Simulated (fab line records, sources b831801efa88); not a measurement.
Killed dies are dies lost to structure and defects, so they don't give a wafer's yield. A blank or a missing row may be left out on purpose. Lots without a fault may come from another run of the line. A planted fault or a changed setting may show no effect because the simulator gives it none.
Which tool did it? | flow sky130 | 12 lots, 36 wafers sampled, at 1 step of a route of 708

WHAT THE GAUGES READ, wafer by wafer
SKY_POLY_CUT_CD_MEAS_08: target cd 270 nm. Usual: cd_nm 270.0 nm, standard deviation 1.4.
lot  | measured     | on        | cd_nm (nm)        | flag
L387 | day 24 17:46 | cd_sem-01 | 271.6 270.6 270.7 |
L391 | day 25 17:50 | cd_sem-01 | 268.4 268.3 267.4 |
L395 | day 27 06:09 | cd_sem-02 | 269.6 270.5 269.7 |
L397 | day 27 21:43 | cd_sem-02 | 272.9 271.4 271.4 |
L398 | day 28 03:12 | cd_sem-02 | 269.8 269.3 268.3 |
L400 | day 28 23:04 | cd_sem-02 | 266.2 266.8 267.2 |
L401 | day 29 14:46 | cd_sem-01 | 271.9 272.5 272.4 |
L402 | day 29 15:04 | cd_sem-01 | 269.3 269.8 270.4 |
L405 | day 30 04:38 | cd_sem-01 | 269.0 269.7 270.2 |
L407 | day 30 23:51 | cd_sem-02 | 267.8 268.7 268.2 |
L408 | day 31 03:02 | cd_sem-02 | 270.3 269.9 271.1 |
L410 | day 31 19:55 | cd_sem-02 | 270.4 270.8 271.2 |

WHICH TOOL RAN EACH LOT (tool, then ch and the chambers of the sampled wafers, then the start)
The record holds no process step before these readings.

WHAT THE TOOLS THEMSELVES READ (means of the sampled wafers that have a number; where no wafer has one, the mark that the record gives instead)
The record holds no such reading with a usual standard deviation.

THE ANSWER, worked out from the rows above alone
Rule: a lot is off if the mean of its wafers that have a number lies more than 3 standard deviations from the usual mean. A lot without any number at a reading at which 4 lots or more have one is off too. The other lots that the step has rows for count as sound. The gauges are gone through in route order, then the tools' own readings, and for those a lot's mean is taken as printed above. The first step at which some lot is off is used, and at that step the reading that is off furthest; a lot without a number counts as furthest.
No lot is off at any reading shown: from this, nothing can be told.

WHAT THE SIMULATOR HAD PUT IN
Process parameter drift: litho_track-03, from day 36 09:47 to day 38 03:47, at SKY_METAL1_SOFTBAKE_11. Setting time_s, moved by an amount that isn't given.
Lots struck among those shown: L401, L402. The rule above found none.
